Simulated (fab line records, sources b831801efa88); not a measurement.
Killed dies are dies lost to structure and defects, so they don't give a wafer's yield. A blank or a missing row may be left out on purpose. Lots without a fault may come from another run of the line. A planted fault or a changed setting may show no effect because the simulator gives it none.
Which tool did it? | flow gf180mcu | 13 lots, 39 wafers sampled, at 5 steps of a route of 602

WHAT THE GAUGES READ, wafer by wafer
GF_HV_LDD_OVL_MEAS_32.
lot  | measured     | on         | HV_LDD_02_OVL (nm)
L517 | day 11 16:17 | overlay-01 | -0.3 1.7 -0.4
L518 | day 11 22:55 | overlay-02 | 0.0 -2.4 -0.6
L520 | day 12 18:46 | overlay-02 | -1.2 -1.3 -0.9
L521 | day 12 22:26 | overlay-02 | -0.2 -0.3 -1.0
L522 | day 13 10:05 | overlay-02 | -1.6 1.8 0.3
L523 | day 13 17:08 | overlay-02 | 0.8 0.9 1.4
L528 | day 15 04:10 | overlay-01 | -1.2 0.3 0.3
L530 | day 16 03:23 | overlay-02 | -1.2 -1.3 -1.1
L534 | day 17 09:31 | overlay-02 | 0.4 2.0 -0.2
L536 | day 18 06:20 | overlay-02 | -0.2 -0.3 -0.2
L537 | day 18 11:49 | overlay-01 | -0.7 0.4 -1.5
L538 | day 18 15:43 | overlay-01 | 0.0 -2.4 -1.6
L539 | day 18 23:11 | overlay-01 | -0.3 -0.6 -0.5

GF_SALICIDE_RS_MEAS_04: measures by four-point-probe.
lot  | measured     | on            | SALICIDE_TIN_RS (ohm/sq)
L517 | day 15 07:25 | film_metro-01 | 16.5 16.8 16.4
L518 | day 15 14:22 | film_metro-04 | 16.3 16.5 16.3
L520 | day 16 11:43 | film_metro-01 | 16.0 15.9 15.9
L521 | day 16 17:08 | film_metro-02 | 16.7 16.5 16.7
L522 | day 17 05:32 | film_metro-02 | 16.0 16.1 16.1
L523 | day 17 14:02 | film_metro-04 | 16.2 16.0 16.2
L528 | day 19 05:00 | film_metro-04 | 17.0 16.7 16.7
L530 | day 20 05:31 | film_metro-04 | 16.4 16.5 16.6
L534 | day 21 13:29 | film_metro-01 | 15.6 15.7 15.8
L536 | day 22 10:56 | film_metro-01 | 15.7 15.8 15.7
L537 | day 22 16:12 | film_metro-01 | 16.6 16.8 16.8
L538 | day 22 20:10 | film_metro-02 | 16.1 16.4 16.1
L539 | day 23 03:07 | film_metro-02 | 16.4 16.2 16.1

GF_CONTACT_THK_MEAS_01.
lot  | measured     | on            | CONTACT_CVD_00_THK (nm)
L517 | day 15 07:56 | film_metro-04 | 301.3 303.5 297.2
L518 | day 15 14:53 | film_metro-02 | 299.7 297.8 299.7
L520 | day 16 12:14 | film_metro-04 | 293.5 292.4 292.1
L521 | day 16 17:38 | film_metro-03 | 297.6 297.1 296.4
L522 | day 17 06:01 | film_metro-04 | 299.5 303.3 299.3
L523 | day 17 14:33 | film_metro-04 | 305.4 299.6 305.4
L528 | day 19 05:31 | film_metro-02 | 245.8 301.3 242.3
L530 | day 20 06:02 | film_metro-02 | 302.8 301.0 241.1
L534 | day 21 14:00 | film_metro-02 | 301.5 300.0 297.9
L536 | day 22 11:26 | film_metro-04 | 298.7 304.4 301.9
L537 | day 22 16:43 | film_metro-04 | 297.6 300.0 300.2
L538 | day 22 20:41 | film_metro-04 | 302.0 303.8 299.3
L539 | day 23 03:36 | film_metro-02 | 300.9 301.2 299.5

GF_CONTACT_THK_MEAS_03.
lot  | measured     | on            | CONTACT_CVD_02_THK (nm)
L517 | day 15 08:04 | film_metro-03 | 861 860 885
L518 | day 15 15:01 | film_metro-03 | 850 858 874
L520 | day 16 12:22 | film_metro-03 | 847 847 859
L521 | day 16 17:46 | film_metro-04 | 854 859 863
L522 | day 17 06:09 | film_metro-02 | 858 867 861
L523 | day 17 14:41 | film_metro-02 | 856 852 870
L528 | day 19 05:38 | film_metro-03 | 840 853 870
L530 | day 20 06:10 | film_metro-04 | 863 869 871
L534 | day 21 14:08 | film_metro-04 | 837 838 844
L536 | day 22 11:34 | film_metro-03 | 850 845 876
L537 | day 22 16:51 | film_metro-02 | 853 853 870
L538 | day 22 20:49 | film_metro-03 | 828 841 843
L539 | day 23 03:44 | film_metro-04 | 860 855 854

WHICH TOOL RAN EACH LOT (tool, then ch and the chambers of the sampled wafers, then the start)
lot  | GF_CONTACT_CVD_00
L517 | hdpcvd-02 ch 0,1, day 15 07:52
L518 | hdpcvd-02 ch 0,1, day 15 14:50
L520 | hdpcvd-01 ch 0,2, day 16 12:11
L521 | hdpcvd-01 ch 0,1,2, day 16 17:34
L522 | hdpcvd-02 ch 0,1,2, day 17 05:58
L523 | hdpcvd-02 ch 1,2, day 17 14:29
L528 | hdpcvd-02 ch 0,1, day 19 05:28
L530 | hdpcvd-02 ch 0,2, day 20 05:59
L534 | hdpcvd-01 ch 0,1,2, day 21 13:58
L536 | hdpcvd-02 ch 0,1,2, day 22 11:23
L537 | hdpcvd-01 ch 0,1, day 22 16:40
L538 | hdpcvd-02 ch 1,2, day 22 20:38
L539 | hdpcvd-02 ch 0,1,2, day 23 03:32
- GF_CONTACT_CVD_00: deposits SiO2, target thk 300 nm, time 50 s.

WHAT THE TOOLS THEMSELVES READ (means of the sampled wafers that have a number; where no wafer has one, the mark that the record gives instead)
GF_CONTACT_CVD_00.
lot  | tool      | sih4_flow_sccm (sccm)
L517 | hdpcvd-02 | 59.96
L518 | hdpcvd-02 | 60.01
L520 | hdpcvd-01 | 59.94
L521 | hdpcvd-01 | 59.97
L522 | hdpcvd-02 | 59.91
L523 | hdpcvd-02 | 59.94
L528 | hdpcvd-02 | 51.98
L530 | hdpcvd-02 | 56.19
L534 | hdpcvd-01 | 59.96
L536 | hdpcvd-02 | 60.03
L537 | hdpcvd-01 | 60.00
L538 | hdpcvd-02 | 60.13
L539 | hdpcvd-02 | 60.00

THE ANSWER, worked out from the rows above alone
Rule: what is usual is taken from the lots themselves. Put in order of their means at a reading, lots are off if they are a third of the lots or fewer, leave a main group of 4 or more, and stand apart from it by a gap of 3 or more times the standard deviation of the main group's means; of several such gaps the widest counts. A main group whose means are all the same, to the digits that the tables above print for the reading, isn't used. A lot without any number at a reading at which 4 lots or more have one is off too. The other lots that the step has rows for count as sound. The gauges are gone through in route order, then the tools' own readings, and for those a lot's mean is taken as printed above. The first step at which some lot is off is used, and at that step the reading that is off furthest; a lot without a number counts as furthest.
Off: L528, L530, at GF_CONTACT_THK_MEAS_01 (CONTACT_CVD_00_THK). The main group: mean 299.7 nm, standard deviation 2.7.
A tool fits if, at a process step before that reading, it ran every lot that is off, and no sound lot after the first of them. The gauges at GF_CONTACT_THK_MEAS_01 aren't tried: what is off there is off at GF_CONTACT_CVD_00 too, on other tools, and a gauge's error can't cause that. None of those tried fits.

WHAT THE SIMULATOR HAD PUT IN
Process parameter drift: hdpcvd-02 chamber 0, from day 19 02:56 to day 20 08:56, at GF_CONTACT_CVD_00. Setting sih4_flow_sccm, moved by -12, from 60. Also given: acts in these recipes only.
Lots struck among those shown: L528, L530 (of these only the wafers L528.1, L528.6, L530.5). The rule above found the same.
